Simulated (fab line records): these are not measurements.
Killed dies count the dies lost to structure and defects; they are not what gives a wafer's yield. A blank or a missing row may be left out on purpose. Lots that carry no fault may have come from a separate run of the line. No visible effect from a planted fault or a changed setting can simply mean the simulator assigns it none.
8D (eight disciplines) problem report, filled in by code -- flow sky130 -- the parts of the form that need people (team, actions taken, sign-off) are left out

1. PROBLEM STATEMENT
At SKY_DNWELL_COAT_02, spinSpeedRpm averages 1911.7 rpm over 6 wafers from 2 lots, while fault-free wafers read 2000.2 rpm, standard deviation 1.3. That is -68 standard deviations from the usual mean.
The step: resist thk 3000 nm.
Earliest sighting: wafer L665.2 on lithoTrack-02 at day 6 03:29. Wafers with a number at this step in the record: 36, from 12 lots. By rule, "out" or "out of limits" means more than 4 standard deviations away from the usual mean. All remaining wafers that have a number are taken as sound.

2. WHAT IT IS; WHAT IT IS NOT
question,is,is not
which readings at this step,spinSpeedRpm,-
which lots,"L665, L666","L651, L653, L656, L657, L658, L664, L668, L669, L672, L673"
which wafers of those lots,all that have a number,-
read on which tools,lithoTrack-02,"lithoTrack-01, lithoTrack-03"
when,from day 6 03:29,"up to then (18 sound wafers); but 12 sound wafers of L668, L669, L672, L673 came after"

3. THE SUSPECTS, EACH WITH WHAT RULES IT OUT
Counting: a tool stays on the suspect list if, at a process step up to the reading, it processed all lots that are out and no sound lot following the first of them.
- lithoTrack-02 at SKY_DNWELL_COAT_02 (resist thk 3000 nm): kept. Every lot that is out went through it, starting with L665 (day 6 03:29), and after that it ran no sound lot; the last sound lot it ran before then is L658 (day 4 16:49). Its own spinSpeedRpm readings are out on those wafers.
Left after counting: lithoTrack-02 at SKY_DNWELL_COAT_02.

4. THE CAUSE (what the simulator had put in)
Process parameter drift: lithoTrack-02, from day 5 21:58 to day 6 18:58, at SKY_DNWELL_COAT_02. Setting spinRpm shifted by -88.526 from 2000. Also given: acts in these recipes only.
Only this tool survived the counting.

5. THE EFFECT CHAIN, in route order
Each row: a reading where the mean over the struck wafers with a number is more than 3 standard deviations away from the usual. Only readings whose record carries a usual standard deviation are examined. hours: median over the lots of the time between each lot's start at the first step of this table that gives one and its start at this step. sigmas: the change, counted in usual standard deviations.
hours,step,reading,usual,on struck wafers,change,sigmas
0,SKY_DNWELL_COAT_02,spinSpeedRpm,2000.2 rpm,1911.7,-88.5,-68
10,SKY_DNWELL_STRIP_08,stripTimeToEndpointS,36.92 s,37.68,+0.76,+6.9
Here are the process steps it includes:
- SKY_DNWELL_COAT_02: resist thk 3000 nm.
- SKY_DNWELL_STRIP_08: strips in O2/N2.
At these later measuring or inspecting steps, every struck wafer for which the step has a row has a number for every such reading, and none has moved that far: SKY_NWELL_TW_MEAS_26, SKY_VT_ADJUST_HVTP_OVL_MEAS_08.

6. WHAT WOULD HAVE CAUGHT IT SOONER
In this record the first reading out of limits was taken at day 6 03:29, 6 hours after the fault began at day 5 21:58.
